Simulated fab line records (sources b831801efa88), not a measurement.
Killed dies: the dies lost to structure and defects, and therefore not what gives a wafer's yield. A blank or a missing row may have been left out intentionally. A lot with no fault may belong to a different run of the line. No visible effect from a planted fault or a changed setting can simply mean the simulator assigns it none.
fab line records | flow sky130
[record] lots = 7 wafers = 21 last-day = 50
route steps=708 shown VIA1@467 METAL2@483 PAD_OPEN@708
lots with no fault: from the same line, run without faults
start-h: the number of hours between the record's first day and the start of the first shown wafer of the lot | wait-h: time in hours since the lot's previous step | " the same as in the row above | L1.1+2: a single row standing in for several wafers | - no value, or no start given | * or withheld: withheld | < > ~ a bound
route shown NAME@n: names a module that has steps shown in the file, with the first one's number in the route | usual: average and standard deviation across the fault-free wafers | same: alike in all rows | chamber/n: place in a boat | sites: each site's reading | _std_site: standard deviation of those values | _edge_site: outer sites' mean less inner sites' | radius-mm: how far each site lies from the wafer's centre | mask NAME#n: copy n | behind: tool/chamber where the wafer was last shaped | hold: the reason the lot was held/the length of the hold in hours/how it ended | device: the n, p or np transistor that did not switch | end of line: the same wafers' tests at the end of the route | step lacking rows: just its recipe | killed: not the wafer's yield, but the dies lost to structure and defects at the first sort | map: a wafer's dies, marking killed ones x, the rest . and places with no die _
set.NAME: the setting as run; set.NAME@STEP: as run at that earlier step | model.NAME: the simulator's own value behind a step, which no gauge read
lots at some steps of the route; a table a step, a row a wafer
services: a tool's chamber out of use, with start hour (start-h, from the record's first day; less than 0 if before it), hours out, and reason
[[steps]]
[step SKY_VIA1_EXPOSE_09]
[recipe] mask-id = VIM na = 0.8 source-shape = annular sigma-inner = 0.55 sigma-outer = 0.85 target-cd-nm = 150 dose-mj = 38
[step SKY_VIA1_PEB_10]
[recipe] peb-temp-c = withheld peb-time-s = withheld resist = KrF-thick
[step SKY_VIA1_DEVELOP_11]
[recipe] develop-time-s = 60 resist = KrF-thick dev-temp-c = 21
[step SKY_VIA1_CD_MEAS_12]
[recipe] target-cd-nm = 150
[usual] cd-nm = 149.8/1.6
// columns lot.wafer tool chamber start-h wait-h cd-nm
L384.2 cd-sem-01 - 812.97 - 150.3
L384.3 " - " " 149.1
L384.6 " - " " 149.3
L385.1 cd-sem-01 - 822.35 - 147.6
L385.4 " - " " 147.7
L385.5 " - " " 148.1
L392.1 cd-sem-01 - 875.75 - 148.8
L392.2 " - " " 149.0
L392.3 " - " " 149.0
L400.2 cd-sem-01 - 932.82 - 150.4
L400.3 " - " " 149.3
L400.4 " - " " 150.1
L401.2 cd-sem-01 - 942.27 - 150.8
L401.3 " - " " 150.5
L401.6 " - " " 151.4
L402.1 cd-sem-02 - 943.10 - 147.2
L402.3 " - " " 149.0
L402.4 " - " " 149.2
L405.2 cd-sem-02 - 964.02 - 151.0
L405.5 " - " " 150.9
L405.6 " - " " 152.0
[step SKY_VIA1_OVL_MEAS_13]
[usual] VIA1_OVL = -1/5.6
// columns lot.wafer tool chamber start-h wait-h VIA1_OVL[nm]
L384.2 overlay-01 - 813.07 0.1 5
L384.3 " - " " -9
L384.6 " - " " -3
L385.1 overlay-02 - 822.47 0.1 -5
L385.4 " - " " 0
L385.5 " - " " 1
L392.1 overlay-02 - 875.87 0.1 1
L392.2 " - " " -7
L392.3 " - " " -7
L400.2 overlay-02 - 932.92 0.1 -4
L400.3 " - " " -9
L400.4 " - " " -7
L401.2 overlay-02 - 942.37 0.1 3
L401.3 " - " " 6
L401.6 " - " " -3
L402.1 overlay-01 - 943.22 0.1 -1
L402.3 " - " " -8
L402.4 " - " " 1
L405.2 overlay-02 - 964.12 0.1 -6
L405.5 " - " " -5
L405.6 " - " " 3
[step SKY_VIA1_ETCH_14]
[recipe] chemistry = N2/H2 target = BARC ion-energy-ev = 200 source-w = 500 bias-w = 100 pressure-mtorr = 30 n2-flow-sccm = 100 h2-flow-sccm = 200 stop-on = SiO2 time-s = 45.9 target-depth-a = 600
[usual] bias-w = 100.04/0.29 drypump-motor-current-A = 5.7/0.54 oes-product-au = 0.855/0.0048 throttle-valve-pct = 13.225/0.0089
// columns lot.wafer tool chamber start-h wait-h bias-w drypump-motor-current-A oes-product-au rf-hours-counter-h throttle-valve-pct
L384.2 rie-diel-03 2 813.10 0.0 100.71 6.5 0.846 13 13.223
L384.3 " 0 " " 99.99 5.0 0.854 22 13.222
L384.6 " 3 " " 100.08 6.2 0.841 - 13.217
L385.1 rie-diel-03 2 822.50 0.0 100.02 6.5 0.859 14 13.230
L385.4 " 3 " " 100.35 6.3 0.853 7 13.231
L385.5 " 3 " " 100.19 6.3 0.858 - 13.222
L392.1 rie-diel-03 0 875.90 0.0 100.00 5.1 0.849 24 13.241
L392.2 " 1 " " 100.17 5.4 0.851 15 13.234
L392.3 " 3 " " 99.96 6.3 0.865 9 13.225
L400.2 rie-diel-03 2 932.95 0.0 100.04 6.6 0.855 17 13.220
L400.3 " 1 " " 99.82 5.4 0.854 17 13.231
L400.4 " 3 " " 99.89 6.3 0.855 11 13.228
L401.2 rie-diel-02 2 942.40 0.0 100.37 5.8 0.852 14 13.215
L401.3 " 1 " " 100.10 5.2 0.856 26 13.208
L401.6 " 3 " " 100.07 5.1 0.866 - 13.222
L402.1 rie-diel-03 0 943.25 0.0 100.12 5.0 0.857 26 13.225
L402.3 " 2 " " 99.93 6.5 0.852 17 13.235
L402.4 " 1 " " 100.07 5.4 0.853 17 13.232
L405.2 rie-diel-02 3 964.15 0.0 99.90 5.1 0.854 22 13.201
L405.5 " 1 " " 100.13 5.2 0.852 - 13.219
L405.6 " 2 " " 100.45 5.8 0.856 - 13.241
[step SKY_VIA1_ETCH_15]
[recipe] target = SiO2 chemistry = C4F8/O2/Ar target-depth-nm = 351 stop-on = TiN mask-material = KrF-thick source-w = 1500 bias-w = 1200 pressure-mtorr = 40 c4f8-flow-sccm = withheld O2_flow_sccm = 6 Ar_flow_sccm = 300 time-s = 54
[usual] bias-w = 1200/3.5 oes-product-au = 0.983/0.0055
// columns lot.wafer tool chamber start-h wait-h bias-w oes-product-au
L384.2 rie-diel-03 2 813.14 0.0 1206 0.991
L384.3 " 0 " " 1207 0.984
L384.6 " 3 " " 1197 0.976
L385.1 rie-diel-03 2 822.54 0.0 1199 0.986
L385.4 " 3 " " 1201 0.978
L385.5 " 3 " " 1199 0.990
L392.1 rie-diel-03 0 875.94 0.0 1200 0.987
L392.2 " 1 " " 1197 0.979
L392.3 " 3 " " 1200 0.979
L400.2 rie-diel-03 2 932.99 0.0 1194 0.987
L400.3 " 1 " " 1202 0.980
L400.4 " 3 " " 1200 0.979
L401.2 rie-diel-02 2 942.44 0.0 1205 0.988
L401.3 " 1 " " 1194 0.979
L401.6 " 3 " " 1199 0.984
L402.1 rie-diel-03 0 943.29 0.0 1201 0.976
L402.3 " 2 " " 1199 0.983
L402.4 " 1 " " 1206 0.981
L405.2 rie-diel-02 3 964.19 0.0 1201 0.981
L405.5 " 1 " " 1198 0.975
L405.6 " 2 " " 1199 0.981
[step SKY_VIA1_STRIP_16]
[recipe] chemistry = O2/N2 power-w = 1400 pressure-mtorr = 1500 platen-temp-c = withheld o2-flow-sccm = 3000 n2-flow-sccm = 300 overash-fraction = 0.5
[usual] drypump-motor-current-A = 5.8/0.45 oes-product-au = 0.414/0.0051 strip-time-to-endpoint-s = 4.441/0.025
// columns lot.wafer tool chamber start-h wait-h drypump-motor-current-A oes-product-au rf-hours-counter-h strip-time-to-endpoint-s
L384.2 plasma-asher-03 1 813.19 0.0 6.0 0.422 102 4.450
L384.3 " 0 " " 6.1 0.404 - 4.466
L384.6 " 0 " " 6.1 0.419 - 4.445
L385.1 plasma-asher-01 0 822.59 0.0 6.0 0.409 72 4.453
L385.4 " 0 " " 5.9 0.416 - 4.460
L385.5 " 1 " " 5.4 0.406 - 4.461
L392.1 plasma-asher-03 0 875.99 0.0 6.1 0.411 110 4.444
L392.2 " 1 " " 5.9 0.424 110 4.473
L392.3 " 0 " " 6.2 0.411 - 4.413
L400.2 plasma-asher-01 0 933.04 0.0 6.0 0.420 75 4.418
L400.3 " 1 " " 5.4 0.418 - 4.452
L400.4 " 0 " " 6.0 0.414 - 4.423
L401.2 plasma-asher-03 0 942.49 0.0 6.2 0.422 118 4.404
L401.3 " 1 " " 6.0 0.413 - 4.435
L401.6 " 0 " " 6.2 0.415 - 4.451
L402.1 plasma-asher-03 0 943.34 0.0 6.1 0.417 118 4.447
L402.3 " 0 " " 6.1 0.412 - 4.441
L402.4 " 1 " " 6.0 0.414 - 4.425
L405.2 plasma-asher-03 0 964.24 0.0 6.1 0.408 120 4.435
L405.5 " 1 " " 6.0 0.422 - 4.456
L405.6 " 0 " " 6.1 0.417 - 4.418
[step SKY_VIA1_STRIP_17]
[recipe] chemistry = post-etch-residue-remover time-s = 1200 temp-c = 72.5
[step SKY_VIA1_CLEAN_18]
[recipe] chemistry = IPA time-s = 180 temp-c = 25
[step SKY_VIA1_CLEAN_19]
[recipe] chemistry = O3/DIW dry = n2-spin
[step SKY_VIA1_SPUTTER_20]
[recipe] material = TiN target-thk-nm = 20 chamber-pressure-pa = 5 power-w = 4000 time-s = 80
[usual] throttle-valve-pct = 29.9/0.89
// columns lot.wafer tool chamber start-h wait-h throttle-valve-pct
L384.2 pvd-sputter-04 - 813.78 0.0 31.8
L384.3 " - " " 29.8
L384.6 " - " " 29.8
L385.1 pvd-sputter-02 - 823.18 0.0 29.4
L385.4 " - " " 29.0
L385.5 " - " " 30.2
L392.1 pvd-sputter-01 - 876.61 0.0 29.3
L392.2 " - " " 31.1
L392.3 " - " " 29.3
L400.2 pvd-sputter-04 - 933.71 0.0 29.6
L400.3 " - " " 31.9
L400.4 " - " " 29.7
L401.2 pvd-sputter-04 - 943.14 0.0 31.8
L401.3 " - " " 30.0
L401.6 " - " " 30.3
L402.1 pvd-sputter-02 - 944.02 0.0 28.7
L402.3 " - " " 30.2
L402.4 " - " " 30.0
L405.2 pvd-sputter-02 - 965.17 0.0 29.8
L405.5 " - " " 30.2
L405.6 " - " " 29.7
[step SKY_VIA1_CVD_21]
[recipe] material = W target-thk-nm = 270 time-s = 80.902 temp-c = 400 pressure-torr = 40
[usual] heater-power-w = 825/99 susceptor-temp-C = 400.02/0.22
// columns lot.wafer tool chamber start-h wait-h heater-power-w susceptor-temp-C model.W_of_VIA1_CVD_21.thk-nm
L384.2 cvd-w-02 0 813.84 0.0 746 399.59 279.8
L384.3 " 0 " " 744 399.76 279.3
L384.6 " 1 " " 946 400.00 267.3
L385.1 cvd-w-02 1 823.24 0.0 921 400.04 265.9
L385.4 " 1 " " 956 400.01 266.4
L385.5 " 0 " " 744 400.17 277.2
L392.1 cvd-w-02 1 876.67 0.0 957 399.88 266.4
L392.2 " 1 " " 940 399.91 266.5
L392.3 " 1 " " 950 400.15 265.8
L400.2 cvd-w-02 1 933.77 0.0 946 399.71 90.79
L400.3 " 0 " " 757 400.25 276.5
L400.4 " 1 " " 949 400.32 91.95
L401.2 cvd-w-02 0 943.20 0.0 761 399.86 96.55
L401.3 " 1 " " 920 399.64 270.8
L401.6 " 0 " " 741 399.91 282.4
L402.1 cvd-w-02 1 944.08 0.0 967 399.98 270
L402.3 " 0 " " 769 399.74 279.8
L402.4 " 1 " " 947 400.08 91.92
L405.2 cvd-w-01 1 965.24 0.0 804 400.10 265.4
L405.5 " 0 " " 668 399.80 268
L405.6 " 1 " " 823 399.90 267.1
[step SKY_VIA1_RS_MEAS_22]
[recipe] thk-meas-gauge = four-point-probe reads = W_of_VIA1_CVD_21+TiN_of_VIA1_SPUTTER_20
[usual] VIA1_W_RS = 0.426/0.0099
// columns lot.wafer tool chamber start-h wait-h VIA1_W_RS[ohm/sq]
L384.2 film-metro-01 - 813.96 0.1 0.412
L384.3 " - " " 0.413
L384.6 " - " " 0.431
L385.1 film-metro-01 - 823.41 0.1 0.434
L385.4 " - " " 0.434
L385.5 " - " " 0.416
L392.1 film-metro-01 - 876.86 0.2 0.432
L392.2 " - " " 0.432
L392.3 " - " " 0.434
L400.2 film-metro-02 - 933.88 0.1 1.313
L400.3 " - " " 0.417
L400.4 " - " " 1.294
L401.2 film-metro-04 - 943.32 0.1 1.227
L401.3 " - " " 0.425
L401.6 " - " " 0.407
L402.1 film-metro-04 - 944.17 0.1 0.426
L402.3 " - " " 0.412
L402.4 " - " " 1.292
L405.2 film-metro-01 - 965.35 0.1 0.435
L405.5 " - " " 0.431
L405.6 " - " " 0.432
[step SKY_VIA1_THK_MEAS_23]
[recipe] thk-meas-gauge = xrf reads = W_of_VIA1_CVD_21
[usual] VIA1_W_THK = 271/7.1
// columns lot.wafer tool chamber start-h wait-h VIA1_W_THK[nm]
L384.2 film-metro-01 - 814.07 0.1 279
L384.3 " - " " 279
L384.6 " - " " 267
L385.1 film-metro-01 - 823.53 0.1 268
L385.4 " - " " 268
L385.5 " - " " 278
L392.1 film-metro-01 - 876.98 0.1 265
L392.2 " - " " 266
L392.3 " - " " 266
L400.2 film-metro-02 - 933.99 0.1 91
L400.3 " - " " 279
L400.4 " - " " 93
L401.2 film-metro-04 - 943.43 0.1 95
L401.3 " - " " 266
L401.6 " - " " 279
L402.1 film-metro-04 - 944.29 0.1 267
L402.3 " - " " 277
L402.4 " - " " 91
L405.2 film-metro-01 - 965.46 0.1 268
L405.5 " - " " 269
L405.6 " - " " 270
[step SKY_VIA1_CMP_24]
[recipe] stop-on = SiO2 t-overpolish-s = 15 down-force-psi = 3.5 platen-rpm = 60 target-thk-nm = 0 pad-velocity-m-s = 0.94248
[usual] motor-current-A = 11.3/1.1 time-to-endpoint-s = 65/3.9
// columns lot.wafer tool chamber start-h wait-h motor-current-A time-to-endpoint-s
L384.2 cmp-01 1 814.12 0.0 10.7 66
L384.3 " 3 " " 13.2 66
L384.6 " 2 " " 11.5 68
L385.4 cmp-02 1 823.59 0.0 11.7 65
L385.1 " 2 " " 12.0 62
L385.5 " 1 " " 11.8 68
L392.2 cmp-01 0 877.04 0.0 10.3 64
L392.3 " 1 " " 11.3 65
L392.1 " 3 " " 12.7 60
L400.4 cmp-01 3 934.09 0.1 13.1 22
L400.2 " 0 " " 10.0 24
L400.3 " 1 " " 11.3 67
L401.2 cmp-02 2 943.53 0.1 12.5 25
L401.3 " 0 " " 10.4 58
L401.6 " 2 " " 12.0 66
L402.1 cmp-02 3 944.40 0.1 10.9 63
L402.4 " 0 " " 9.6 19
L402.3 " 1 " " 11.7 72
L405.2 cmp-01 2 965.51 0.0 12.1 65
L405.6 " 2 " " 11.1 66
L405.5 " 3 " " 13.1 62
[step SKY_METAL2_SPUTTER_00]
[recipe] material = Ti target-thk-nm = 15 power-w = 3000 time-s = 10 chamber-pressure-pa = 0.4
[usual] throttle-valve-pct = 29.5/0.91
// columns lot.wafer tool chamber start-h wait-h throttle-valve-pct
L384.2 pvd-sputter-03 - 814.42 0.2 29.0
L384.3 " - " " 28.6
L384.6 " - " " 28.7
L385.1 pvd-sputter-03 - 823.89 0.2 30.9
L385.4 " - " " 28.9
L385.5 " - " " 29.0
L392.1 pvd-sputter-03 - 877.34 0.1 31.0
L392.2 " - " " 28.2
L392.3 " - " " 29.1
L400.2 pvd-sputter-02 - 934.34 0.1 28.6
L400.3 " - " " 30.3
L400.4 " - " " 29.6
L401.2 pvd-sputter-01 - 943.78 0.2 31.1
L401.3 " - " " 29.0
L401.6 " - " " 29.1
L402.1 pvd-sputter-02 - 944.65 0.2 30.0
L402.3 " - " " 29.2
L402.4 " - " " 28.7
L405.2 pvd-sputter-03 - 965.81 0.2 28.7
L405.5 " - " " 28.6
L405.6 " - " " 30.8
[step SKY_PAD_OPEN_PROBE_99]
[usual] defect-limited-yield = 82.7/2 killed_at_M0_to_M3 = 42/6.7 killed_at_M4_up = 3.3/2.1 killed-at-contacts = 24/5.1 killed-at-front-end = 15/4.6 killed-at-other = 0.3/0.58 killed-dies = 85/9.9 killed-open = 46/6.9 killed-short = 38/7 sort_bin_3_pad_short = 0.9/0.43 sort_bin_5_function = 10.1/1.4 sort_bin_6_memory = 6.4/1.2 sort-n-pass = 407/9.9 sort-yield-pct = 82.7/2
[same] gross-dies = 492 killed-at-back-side = 0 sort_bin_4_leakage[%] = 0 sort_bin_8_speed[%] = 0
// columns lot.wafer tool chamber start-h wait-h defect-limited-yield[%] killed_at_M0_to_M3 killed_at_M4_up killed-at-contacts killed-at-front-end killed-at-other killed-dies killed-open killed-short sort_bin_3_pad_short[%] sort_bin_5_function[%] sort_bin_6_memory[%] sort-n-pass sort-yield-pct[%]
L385.1 prober-02 - 1097.83 0.1 84.6 44 3 18 11 0 76 45 31 0 9.8 5.7 416 84.6
L385.4 prober-02 - 1097.98 0.2 84.8 39 2 21 13 0 75 36 39 1.4 8.1 5.7 417 84.8
L385.5 prober-02 - 1098.03 0.2 83.5 47 3 20 11 0 81 44 36 1.0 10.2 5.3 411 83.5
// killed by level:class
L385.1 VIA1:geometric-particle:open=10 VIA2:geometric-particle:open=7 VIA3:geometric-particle:open=6 CONTACT:geometric-particle:open=6 METAL1:geometric-particle:short=6 LOCAL_INTERCONNECT:geometric-particle:short=5 POLY_GATE:geometric-particle:open=4 METAL2:geometric-particle:short=4
L385.4 VIA2:geometric-particle:open=8 METAL1:geometric-particle:short=7 LI_CONTACT:geometric-particle:open=6 CONTACT:geometric-particle:open=6 VIA2:geometric-particle:short=5 POLY_GATE:geometric-particle:short=4 CONTACT:geometric-particle:short=4 VIA1:geometric-particle:open=4
L385.5 VIA1:geometric-particle:open=12 VIA2:geometric-particle:open=10 CONTACT:geometric-particle:open=8 METAL3:geometric-particle:short=5 FIELD_ISO:geometric-particle:short=4 LI_CONTACT:geometric-particle:open=4 METAL1:geometric-particle:short=4 METAL2:geometric-particle:short=4
[[services]]
// columns tool chamber start-h hours kind
rie-diel-02 3 793.34 2.6 repair
cmp-02 - 800.21 2.0 repair
cmp-01 - 802.56 2.7 repair
cvd-w-02 - 809.24 2.8 pm
pvd-sputter-03 - 817.99 0.8 repair
plasma-asher-01 - 823.16 79.1 repair
cmp-02 - 829.25 1.9 repair
pvd-sputter-01 - 848.94 5.2 repair
cvd-w-02 0 855.37 24.4 repair
rie-diel-02 2 862.38 4.8 repair
rie-diel-03 3 864.96 10.2 repair
rie-diel-03 2 872.59 4.8 repair
pvd-sputter-03 - 878.04 2.4 repair
pvd-sputter-02 0 882.54 - consumable-replace:kit
pvd-sputter-02 0 882.54 18.0 scheduled-down
pvd-sputter-04 - 886.75 3.0 repair
cvd-w-01 - 896.99 50.4 repair
rie-diel-03 1 902.04 4.2 repair
cmp-02 - 912.19 4.0 pm
cmp-01 - 916.53 4.3 repair
cmp-02 - 934.79 0.2 repair
cvd-w-01 - 947.41 14.0 pm
cmp-02 - 950.44 1.7 repair
cmp-01 - 956.73 0.9 repair
[[key]]
[first-sign] step = SKY_VIA1_RS_MEAS_22 reading = VIA1_W_RS direction = up sigmas = 86 usual = 0.426 struck = 1.282
[effect] step = SKY_VIA1_THK_MEAS_23 reading = VIA1_W_THK direction = down sigmas = 25 usual = 271 struck = 93
[effect] step = SKY_VIA1_CMP_24 reading = time-to-endpoint-s direction = down sigmas = 11 usual = * struck = *
[model-effect] step = SKY_VIA1_CVD_21 value = W_of_VIA1_CVD_21.thk-nm without = 271.8 struck = 92.8
met-at SKY_VIA1_CVD_21
struck-wafers L400.2,L400.4,L401.2,L402.4
onset-between 876.67 933.77
[fault] kind = process-parameter-drift tool = cvd-w-02 chamber = - onset-h = 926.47 steps = SKY_VIA1_CVD_21 channel = target-thk-nm offset = -178.87 shape = step end-h = 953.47 scope = struck-wafers-only acts-in = these-recipes-only stated = 270
